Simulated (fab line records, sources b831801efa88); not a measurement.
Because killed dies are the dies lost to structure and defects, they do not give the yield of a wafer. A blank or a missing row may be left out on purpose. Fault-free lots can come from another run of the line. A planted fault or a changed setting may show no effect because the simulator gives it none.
fab line records / flow sky130
[record] lots = 4 wafers = 12 last_day = 49
route steps=708 shown CAP2M@605 METAL4@621 VIA4@639 PAD_OPEN@708
lots with no fault: from the same line, run without faults
start_h: hours from the record's opening day to when the first of the lot's shown wafers began / wait_h: hours since the lot's step before / " same as the row above / L1.1+2: a single row standing in for several wafers / - no value present, or no start provided / * or withheld: withheld / < > ~ a bound
route shown NAME@n: NAME is a module with steps in the file, n the number in the route of the first one / usual: the fault-free wafers' mean and standard deviation / same: alike in all rows / chamber/n: place in a boat / sites: the reading at each site / _std_site: how widely they spread, as a standard deviation / _edge_site: inner sites' mean taken away from outer sites' mean / radius_mm: how far each site lies from the wafer's centre / mask NAME#n: copy n / behind: tool/chamber where the wafer was last shaped / hold: why the lot was held/for how many hours/how that ended / device: which transistor (n, p or np) failed to switch / end of line: the same wafers' tests at the end of the route / a step given without rows: its recipe and nothing more / killed: not the wafer's yield, but the dies lost to structure and defects at the first sort / map: per-die view of a wafer (x killed, . not killed, _ where there is no die)
set.NAME: setting as actually run; set.NAME@STEP: the setting as run at that earlier step / model.NAME: the simulator's own value behind a step, which no gauge read
certain route steps with their lots: each step a table, each wafer a row
services: when a tool's chamber went out of use (start_h, in hours from the record's first day, below 0 if earlier), for how many hours, and the reason
[[steps]]
[step SKY_CAP2M_SPUTTER_02]
[recipe] material = TiN target_thk_nm = 200 temp_c = 300 power_w = 6500 time_s = 166.7 chamber_pressure_pa = 0.4
[step SKY_CAP2M_DEHYDRATE_05]
[recipe] temp_c = 200 time_s = 60
[step SKY_CAP2M_HMDS_06]
[recipe] prime_time_s = 60 prime_temp_c = 120
[step SKY_CAP2M_COAT_07]
[recipe] resist = NOVOLAK spin_rpm = 3000 resist_thk_nm = 1140
[step SKY_CAP2M_SOFTBAKE_08]
[recipe] temp_c = 90 time_s = 60 resist = NOVOLAK
[step SKY_CAP2M_EXPOSE_09]
[recipe] mask_id = CAP2M na = 0.6 source_shape = conventional sigma_outer = 0.6 polarization = unpolarized target_cd_nm = 1000 dose_mj = 159
[step SKY_CAP2M_PEB_10]
[recipe] temp_c = withheld time_s = * resist = NOVOLAK
[step SKY_CAP2M_DEVELOP_11]
[recipe] resist = NOVOLAK developer = TMAH develop_time_s = 60 dev_temp_c = 23
[step SKY_CAP2M_METAL_ETCH_13]
[recipe] target_depth_nm = 220 stop_on = SiO2 chemistry = Cl2/BCl3 target = TiN pressure_mtorr = 10 icp_w = 900 bias_w = 48.5 Cl2_flow_sccm = 60 bcl3_flow_sccm = 30 time_s = 62.9
[usual] drypump_motor_current_A = 5.5/0.44 he_backside_leak_sccm = 3.31/0.2 oes_product_au = 0.942/0.0074 throttle_valve_pct = 21.902/0.0091
lot.wafer=L724.1 tool=rie_metal-03 chamber=1 start_h=971.80 wait_h=0.0 drypump_motor_current_A=5.0 he_backside_leak_sccm=3.24 oes_product_au=0.942 rf_hours_counter_h=11 throttle_valve_pct=21.900
lot.wafer=L724.3 tool=rie_metal-03 chamber=1 start_h=971.80 wait_h=0.0 drypump_motor_current_A=5.0 he_backside_leak_sccm=3.23 oes_product_au=0.938 rf_hours_counter_h=- throttle_valve_pct=21.900
lot.wafer=L724.4 tool=rie_metal-03 chamber=0 start_h=971.80 wait_h=0.0 drypump_motor_current_A=6.2 he_backside_leak_sccm=3.30 oes_product_au=0.937 rf_hours_counter_h=- throttle_valve_pct=21.898
lot.wafer=L731.1 tool=rie_metal-03 chamber=0 start_h=1016.58 wait_h=0.0 drypump_motor_current_A=6.3 he_backside_leak_sccm=3.30 oes_product_au=0.943 rf_hours_counter_h=11 throttle_valve_pct=21.899
lot.wafer=L731.2 tool=rie_metal-03 chamber=1 start_h=1016.58 wait_h=0.0 drypump_motor_current_A=5.0 he_backside_leak_sccm=3.39 oes_product_au=0.942 rf_hours_counter_h=14 throttle_valve_pct=21.908
lot.wafer=L731.4 tool=rie_metal-03 chamber=1 start_h=1016.58 wait_h=0.0 drypump_motor_current_A=5.0 he_backside_leak_sccm=3.32 oes_product_au=0.943 rf_hours_counter_h=- throttle_valve_pct=21.910
lot.wafer=L732.3 tool=rie_metal-03 chamber=1 start_h=1026.46 wait_h=0.0 drypump_motor_current_A=5.1 he_backside_leak_sccm=3.07 oes_product_au=0.933 rf_hours_counter_h=- throttle_valve_pct=21.912
lot.wafer=L732.4 tool=rie_metal-03 chamber=0 start_h=1026.46 wait_h=0.0 drypump_motor_current_A=6.2 he_backside_leak_sccm=3.36 oes_product_au=0.958 rf_hours_counter_h=- throttle_valve_pct=21.912
lot.wafer=L732.6 tool=rie_metal-03 chamber=0 start_h=1026.46 wait_h=0.0 drypump_motor_current_A=6.3 he_backside_leak_sccm=3.47 oes_product_au=0.940 rf_hours_counter_h=- throttle_valve_pct=21.908
lot.wafer=L742.1 tool=rie_metal-02 chamber=0 start_h=1087.01 wait_h=0.0 drypump_motor_current_A=5.0 he_backside_leak_sccm=3.39 oes_product_au=0.937 rf_hours_counter_h=16 throttle_valve_pct=21.908
lot.wafer=L742.2 tool=rie_metal-02 chamber=1 start_h=1087.01 wait_h=0.0 drypump_motor_current_A=5.8 he_backside_leak_sccm=3.37 oes_product_au=0.944 rf_hours_counter_h=18 throttle_valve_pct=21.897
lot.wafer=L742.4 tool=rie_metal-02 chamber=0 start_h=1087.01 wait_h=0.0 drypump_motor_current_A=5.0 he_backside_leak_sccm=3.33 oes_product_au=0.952 rf_hours_counter_h=- throttle_valve_pct=21.902
[step SKY_CAP2M_STRIP_14]
[recipe] chemistry = O2/N2 power_w = 1400 pressure_mtorr = 1500 platen_temp_c = withheld o2_flow_sccm = 3000 n2_flow_sccm = 300 overash_fraction = 0.5
[step SKY_CAP2M_STRIP_15]
[recipe] chemistry = post_etch_residue_remover time_s = 1200 temp_c = 72.5
[step SKY_CAP2M_CLEAN_16]
[recipe] chemistry = IPA time_s = 180 temp_c = 25
[step SKY_CAP2M_CLEAN_17]
[recipe] chemistry = O3/DIW dry = n2_spin
[step SKY_METAL4_DEHYDRATE_05]
[recipe] temp_c = 200 time_s = 60
[step SKY_METAL4_HMDS_06]
[recipe] prime_time_s = 60 prime_temp_c = 120
[step SKY_METAL4_COAT_07]
[recipe] resist = BARC temp_c = withheld time_s = withheld spin_rpm = 3000 resist_thk_nm = 60
[step SKY_METAL4_COAT_08]
[recipe] resist = KrF-thick spin_rpm = 3000 resist_thk_nm = 1140
[step SKY_METAL4_SOFTBAKE_09]
[recipe] temp_c = 100 time_s = 90 resist = KrF-thick
[step SKY_METAL4_EXPOSE_10]
[recipe] mask_id = MM4 na = 0.68 source_shape = annular sigma_inner = 0.4 sigma_outer = 0.8 target_cd_nm = 300 dose_mj = 28
[step SKY_METAL4_PEB_11]
[recipe] peb_temp_c = withheld peb_time_s = withheld resist = KrF-thick
[step SKY_METAL4_DEVELOP_12]
[recipe] develop_time_s = 60 resist = KrF-thick dev_temp_c = 21
[step SKY_METAL4_DESCUM_15]
[recipe] chemistry = O2 source_power_w = 150 bias_power_w = 0 pressure_mtorr = 10 temp_c = 40 time_s = 8
[step SKY_METAL4_ETCH_16]
[recipe] chemistry = N2/H2 target = BARC ion_energy_ev = 200 bias_w = 100 pressure_mtorr = 30 n2_flow_sccm = 100 h2_flow_sccm = 200 icp_w = 500 stop_on = SiO2 time_s = 88.2 target_depth_a = 600
[step SKY_METAL4_ETCH_17]
[recipe] target = SiO2 stop_on = TiN chemistry = C4F8/O2/Ar source_w = 1500 bias_w = 1200 pressure_mtorr = 40 c4f8_flow_sccm = withheld O2_flow_sccm = 6 Ar_flow_sccm = 300 time_s = 3.9 target_depth_a = 150
[step SKY_METAL4_METAL_ETCH_18]
[recipe] target_depth_a = 8450 stop_on = SiO2 over_etch_frac = 0.3 time_s = 183.1 chemistry = Cl2/BCl3 resist_sidewall_deg = 88 pressure_mtorr = 10 icp_w = 900 bias_w = 48.5 Cl2_flow_sccm = 60 bcl3_flow_sccm = 30
[step SKY_METAL4_STRIP_19]
[recipe] chemistry = O2/N2 power_w = 1400 pressure_mtorr = 1500 platen_temp_c = withheld o2_flow_sccm = 3000 n2_flow_sccm = 300 overash_fraction = 0.5
[step SKY_METAL4_STRIP_20]
[recipe] chemistry = post_etch_residue_remover time_s = 1200 temp_c = 72.5
[step SKY_METAL4_CLEAN_21]
[recipe] chemistry = IPA time_s = 180 temp_c = 25
[step SKY_METAL4_CLEAN_22]
[recipe] chemistry = O3/DIW dry = n2_spin
[step SKY_VIA4_HDPCVD_00]
[recipe] material = SiO2 target_thk_nm = 1750 sigma_open_frac = 0.3 time_s = 291.7 temp_c = 400 sih4_flow_sccm = 60 pressure_mtorr = 6
[step SKY_VIA4_CMP_02]
[recipe] material = SiO2 down_force_psi = 4 platen_rpm = 60 pad_velocity_m_s = 0.94248
[step SKY_VIA4_DEHYDRATE_04]
[recipe] temp_c = 200 time_s = 60
[step SKY_VIA4_HMDS_05]
[recipe] prime_time_s = 60 prime_temp_c = 120
[step SKY_VIA4_COAT_06]
[recipe] resist = NOVOLAK spin_rpm = 3000 resist_thk_nm = 1140
[step SKY_PAD_OPEN_PROBE_99]
[usual] defect_limited_yield = 82.4/1.9 killed_at_M0_to_M3 = 44/7.2 killed_at_M4_up = 3.4/2.1 killed_at_contacts = 24/5.5 killed_at_front_end = 15/4.6 killed_at_other = 0.4/0.64 killed_dies = 86/9.1 killed_open = 47/7.5 killed_short = 39/5.8 sort_bin_3_pad_short = 0.9/0.41 sort_bin_5_function = 10.4/1.5 sort_bin_6_memory = 6.3/1.2 sort_n_pass = 406/9.1 sort_yield_pct = 82.4/1.9
[same] gross_dies = 492 killed_at_back_side = 0 sort_bin_4_leakage[%] = 0 sort_bin_8_speed[%] = 0
lot.wafer=L724.1 tool=prober-01 chamber=- start_h=1089.68 wait_h=0.1 defect_limited_yield[%]=84.3 killed_at_M0_to_M3=40 killed_at_M4_up=4 killed_at_contacts=21 killed_at_front_end=12 killed_at_other=0 killed_dies=77 killed_open=43 killed_short=34 sort_bin_3_pad_short[%]=0.8 sort_bin_5_function[%]=9.8 sort_bin_6_memory[%]=5.1 sort_n_pass=415 sort_yield_pct[%]=84.3 model.etest.tester.sort_n_pass=415 model.etest.tester.sort_yield_pct=84.35 model.etest.tester.sort_bin_5_pct=9.756 model.etest.tester.sort_bin_3_pct=0.813
lot.wafer=L724.3 tool=prober-01 chamber=- start_h=1089.78 wait_h=0.2 defect_limited_yield[%]=80.9 killed_at_M0_to_M3=35 killed_at_M4_up=3 killed_at_contacts=29 killed_at_front_end=27 killed_at_other=0 killed_dies=94 killed_open=49 killed_short=45 sort_bin_3_pad_short[%]=0.8 sort_bin_5_function[%]=11.2 sort_bin_6_memory[%]=7.1 sort_n_pass=398 sort_yield_pct[%]=80.9 model.etest.tester.sort_n_pass=398 model.etest.tester.sort_yield_pct=80.89 model.etest.tester.sort_bin_5_pct=11.18 model.etest.tester.sort_bin_3_pct=0.813
lot.wafer=L724.4 tool=prober-01 chamber=- start_h=1089.83 wait_h=0.2 defect_limited_yield[%]=81.3 killed_at_M0_to_M3=50 killed_at_M4_up=3 killed_at_contacts=20 killed_at_front_end=19 killed_at_other=0 killed_dies=92 killed_open=49 killed_short=43 sort_bin_3_pad_short[%]=1.4 sort_bin_5_function[%]=10.4 sort_bin_6_memory[%]=6.9 sort_n_pass=400 sort_yield_pct[%]=81.3 model.etest.tester.sort_n_pass=400 model.etest.tester.sort_yield_pct=81.3 model.etest.tester.sort_bin_5_pct=10.37 model.etest.tester.sort_bin_3_pct=1.423
lot.wafer=L731.1 tool=prober-02 chamber=- start_h=1128.76 wait_h=0.1 defect_limited_yield[%]=73.8 killed_at_M0_to_M3=50 killed_at_M4_up=3 killed_at_contacts=27 killed_at_front_end=10 killed_at_other=39 killed_dies=129 killed_open=55 killed_short=35 sort_bin_3_pad_short[%]=1.8 sort_bin_5_function[%]=17.7 sort_bin_6_memory[%]=6.7 sort_n_pass=363 sort_yield_pct[%]=73.8 model.etest.tester.sort_n_pass=363 model.etest.tester.sort_yield_pct=73.78 model.etest.tester.sort_bin_5_pct=17.68 model.etest.tester.sort_bin_3_pct=1.829
lot.wafer=L731.2 tool=prober-02 chamber=- start_h=1128.81 wait_h=0.1 defect_limited_yield[%]=68.1 killed_at_M0_to_M3=40 killed_at_M4_up=3 killed_at_contacts=31 killed_at_front_end=21 killed_at_other=62 killed_dies=157 killed_open=56 killed_short=39 sort_bin_3_pad_short[%]=3.9 sort_bin_5_function[%]=21.1 sort_bin_6_memory[%]=6.9 sort_n_pass=335 sort_yield_pct[%]=68.1 model.etest.tester.sort_n_pass=335 model.etest.tester.sort_yield_pct=68.09 model.etest.tester.sort_bin_5_pct=21.14 model.etest.tester.sort_bin_3_pct=3.862
lot.wafer=L731.4 tool=prober-02 chamber=- start_h=1128.91 wait_h=0.2 defect_limited_yield[%]=73.0 killed_at_M0_to_M3=39 killed_at_M4_up=2 killed_at_contacts=19 killed_at_front_end=5 killed_at_other=68 killed_dies=133 killed_open=33 killed_short=32 sort_bin_3_pad_short[%]=3.9 sort_bin_5_function[%]=17.9 sort_bin_6_memory[%]=5.3 sort_n_pass=359 sort_yield_pct[%]=73.0 model.etest.tester.sort_n_pass=359 model.etest.tester.sort_yield_pct=72.97 model.etest.tester.sort_bin_5_pct=17.89 model.etest.tester.sort_bin_3_pct=3.862
lot.wafer=L732.3 tool=prober-01 chamber=- start_h=1135.96 wait_h=0.2 defect_limited_yield[%]=68.9 killed_at_M0_to_M3=52 killed_at_M4_up=5 killed_at_contacts=20 killed_at_front_end=10 killed_at_other=66 killed_dies=153 killed_open=49 killed_short=39 sort_bin_3_pad_short[%]=4.9 sort_bin_5_function[%]=17.9 sort_bin_6_memory[%]=8.3 sort_n_pass=339 sort_yield_pct[%]=68.9 model.etest.tester.sort_n_pass=339 model.etest.tester.sort_yield_pct=68.9 model.etest.tester.sort_bin_5_pct=17.89 model.etest.tester.sort_bin_3_pct=4.878
lot.wafer=L732.4 tool=prober-01 chamber=- start_h=1136.01 wait_h=0.2 defect_limited_yield[%]=77.0 killed_at_M0_to_M3=35 killed_at_M4_up=2 killed_at_contacts=23 killed_at_front_end=11 killed_at_other=42 killed_dies=113 killed_open=40 killed_short=31 sort_bin_3_pad_short[%]=2.6 sort_bin_5_function[%]=12.6 sort_bin_6_memory[%]=7.7 sort_n_pass=379 sort_yield_pct[%]=77.0 model.etest.tester.sort_n_pass=379 model.etest.tester.sort_yield_pct=77.03 model.etest.tester.sort_bin_5_pct=12.6 model.etest.tester.sort_bin_3_pct=2.642
lot.wafer=L732.6 tool=prober-01 chamber=- start_h=1136.11 wait_h=0.2 defect_limited_yield[%]=78.5 killed_at_M0_to_M3=36 killed_at_M4_up=3 killed_at_contacts=19 killed_at_front_end=9 killed_at_other=39 killed_dies=106 killed_open=35 killed_short=32 sort_bin_3_pad_short[%]=2.8 sort_bin_5_function[%]=14.0 sort_bin_6_memory[%]=4.7 sort_n_pass=386 sort_yield_pct[%]=78.5 model.etest.tester.sort_n_pass=386 model.etest.tester.sort_yield_pct=78.46 model.etest.tester.sort_bin_5_pct=14.02 model.etest.tester.sort_bin_3_pct=2.846
lot.wafer=L742.1 tool=prober-01 chamber=- start_h=1186.34 wait_h=0.1 defect_limited_yield[%]=82.7 killed_at_M0_to_M3=46 killed_at_M4_up=3 killed_at_contacts=27 killed_at_front_end=9 killed_at_other=0 killed_dies=85 killed_open=51 killed_short=34 sort_bin_3_pad_short[%]=1.4 sort_bin_5_function[%]=10.0 sort_bin_6_memory[%]=5.9 sort_n_pass=407 sort_yield_pct[%]=82.7 model.etest.tester.sort_n_pass=407 model.etest.tester.sort_yield_pct=82.72 model.etest.tester.sort_bin_5_pct=9.959 model.etest.tester.sort_bin_3_pct=1.423
lot.wafer=L742.2 tool=prober-01 chamber=- start_h=1186.39 wait_h=0.1 defect_limited_yield[%]=81.9 killed_at_M0_to_M3=44 killed_at_M4_up=5 killed_at_contacts=28 killed_at_front_end=12 killed_at_other=0 killed_dies=89 killed_open=48 killed_short=41 sort_bin_3_pad_short[%]=0.6 sort_bin_5_function[%]=9.6 sort_bin_6_memory[%]=7.9 sort_n_pass=403 sort_yield_pct[%]=81.9 model.etest.tester.sort_n_pass=403 model.etest.tester.sort_yield_pct=81.91 model.etest.tester.sort_bin_5_pct=9.553 model.etest.tester.sort_bin_3_pct=0.6098
lot.wafer=L742.4 tool=prober-01 chamber=- start_h=1186.49 wait_h=0.2 defect_limited_yield[%]=81.7 killed_at_M0_to_M3=42 killed_at_M4_up=4 killed_at_contacts=30 killed_at_front_end=14 killed_at_other=0 killed_dies=90 killed_open=50 killed_short=40 sort_bin_3_pad_short[%]=0.8 sort_bin_5_function[%]=9.8 sort_bin_6_memory[%]=7.7 sort_n_pass=402 sort_yield_pct[%]=81.7 model.etest.tester.sort_n_pass=402 model.etest.tester.sort_yield_pct=81.71 model.etest.tester.sort_bin_5_pct=9.756 model.etest.tester.sort_bin_3_pct=0.813
// killed by level:class
L724.1 CONTACT:geometric_particle:open=10 LI_CONTACT:geometric_particle:open=6 VIA1:geometric_particle:open=6 VIA3:geometric_particle:open=6 FIELD_ISO:geometric_particle:open=4 POLY_GATE:geometric_particle:short=4 METAL1:geometric_particle:short=4 VIA1:geometric_particle:short=4
L724.3 CONTACT:geometric_particle:short=10 METAL1:geometric_particle:short=8 CONTACT:geometric_particle:open=8 FIELD_ISO:geometric_particle:short=7 POLY_GATE:geometric_particle:open=7 LI_CONTACT:geometric_particle:open=7 VIA1:geometric_particle:open=7 VIA3:geometric_particle:open=6
L724.4 VIA3:geometric_particle:open=12 VIA1:geometric_particle:open=10 METAL1:geometric_particle:short=7 METAL2:geometric_particle:short=7 POLY_GATE:geometric_particle:short=6 CONTACT:geometric_particle:open=6 LI_CONTACT:geometric_particle:open=5 VIA2:geometric_particle:open=5
L731.1 CAP2M:unspecified=39 VIA1:geometric_particle:open=17 CONTACT:geometric_particle:open=14 VIA3:geometric_particle:open=8 VIA1:geometric_particle:short=7 LI_CONTACT:geometric_particle:open=6 CONTACT:geometric_particle:short=5 VIA3:geometric_particle:short=4
L731.2 CAP2M:unspecified=62 LI_CONTACT:geometric_particle:open=12 VIA1:geometric_particle:open=11 VIA2:geometric_particle:open=9 METAL1:geometric_particle:short=8 CONTACT:geometric_particle:open=7 POLY_GATE:geometric_particle:short=6 LI_CONTACT:geometric_particle:short=5
L731.4 CAP2M:unspecified=68 VIA1:geometric_particle:open=10 METAL2:geometric_particle:short=7 CONTACT:geometric_particle:open=6 VIA3:geometric_particle:open=6 CONTACT:geometric_particle:short=5 LI_CONTACT:geometric_particle:open=4 METAL1:geometric_particle:short=4
L732.3 CAP2M:unspecified=65 VIA1:geometric_particle:open=10 VIA2:geometric_particle:open=8 METAL2:geometric_particle:short=7 CONTACT:geometric_particle:open=7 LI_CONTACT:geometric_particle:open=6 VIA2:geometric_particle:short=6 VIA3:geometric_particle:open=6
L732.4 CAP2M:unspecified=42 CONTACT:geometric_particle:open=10 VIA1:geometric_particle:open=10 METAL2:geometric_particle:short=8 LI_CONTACT:geometric_particle:open=5 VIA2:geometric_particle:open=5 POLY_GATE:geometric_particle:short=4 VIA1:geometric_particle:short=3
L732.6 CAP2M:unspecified=39 CONTACT:geometric_particle:open=10 METAL2:geometric_particle:short=7 VIA3:geometric_particle:open=6 VIA1:geometric_particle:open=5 VIA3:geometric_particle:short=5 CONTACT:geometric_particle:short=4 VIA2:geometric_particle:open=4
L742.1 VIA1:geometric_particle:open=13 CONTACT:geometric_particle:open=12 METAL1:geometric_particle:short=9 VIA2:geometric_particle:open=8 LI_CONTACT:geometric_particle:open=5 LOCAL_INTERCONNECT:geometric_particle:short=4 CONTACT:geometric_particle:short=4 METAL3:geometric_particle:short=4
L742.2 LI_CONTACT:geometric_particle:open=9 METAL2:geometric_particle:short=9 CONTACT:geometric_particle:short=8 CONTACT:geometric_particle:open=7 VIA1:geometric_particle:open=6 VIA3:geometric_particle:short=6 VIA2:geometric_particle:open=6 METAL1:geometric_particle:short=5
L742.4 LI_CONTACT:geometric_particle:open=8 VIA2:geometric_particle:open=8 VIA1:geometric_particle:open=7 LI_CONTACT:geometric_particle:short=6 CONTACT:geometric_particle:open=6 VIA1:geometric_particle:short=6 VIA3:geometric_particle:open=6 FIELD_ISO:geometric_particle:open=5
// map L731.2 (x killed, . not)
__________........x._________
________..x.x...x....._______
______..x..............._____
_____..xx.x.x........x...____
____......x........x....x.___
___.x.........xx.xxxx.xx...__
__.......x.xx....xxxxxx.x..._
_....x........xxxxxxxxxxxx...
_.......x.......xxxxxxxxxx.x.
_.....x..x.....x.xxxxxxxxx...
_..............xxxxxxxxxx....
_....xx.x....x..xxxxxxxx.....
_...x.x......x...xx.xxxx....x
_x.xx....x.xx..xx.xx.x.x.....
_x..x.x....x...x.x.xx..xx.xxx
__x.....x........xx..x..x..x_
___..x.......xx.....x......__
____x.......xx...xx...x.x.___
_____...x.xx...x.........____
______.xx....x..x.x.x..._____
________.............x_______
__________..x......x_________
// map L732.3 (x killed, . not)
__________x.......x._________
________........x....._______
______...........xx..xxx_____
_____...x..x....xx.......____
____xx.x..........x.x....x___
___..x.........x.x.xx..x..x__
__x.....x..x....x.xxxxxxxx.._
_..x.....x.....xxxxxxxxxxxx..
_.....x...xxx...xxxxxxxxxx.x.
_.x.xxx..........xxxxxxxxx...
_.x..x.x..x..xx.xxxxxxxxx....
_...x..........x.xxxxxxx.x...
_........x..x....xxxxxxx..x..
_....x...xx...x.x.x.xxxx.x.x.
_.x........x.x......x.....x..
__.x...........x...x....x..x_
___...x...........x......x.__
____x.x.......xx..........___
_____..xx................____
______.x.x.............._____
________.x.....xx....x_______
__________..x....x.._________
[[services]]
tool=rie_metal-02 chamber=1 start_h=951.51 hours=1.9 kind=repair
tool=rie_metal-03 chamber=0 start_h=981.20 hours=4.2 kind=repair
[[key]]
[first_sign] step = SKY_PAD_OPEN_PROBE_99 reading = killed_at_other direction = up sigmas = 52 usual = 0.4 struck = 52.7
[effect] step = SKY_PAD_OPEN_PROBE_99 reading = sort_bin_3_pad_short direction = up sigmas = 6 usual = 0.9 struck = 3.3
[model_effect] step = SKY_PAD_OPEN_PROBE_99 value = etest.tester.sort_n_pass without = 404.2 struck = 360.2
met_at SKY_CAP2M_METAL_ETCH_13
struck_wafers L731.1,L731.2,L731.4,L732.3,L732.4,L732.6
onset_between 971.80 1016.58
[fault] kind = chamber_particle_source tool = rie_metal-03 chamber = - onset_h = 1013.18 steps = SKY_CAP2M_METAL_ETCH_13 rate_per_visit_cm2 = 1.4754 end_h = 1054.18
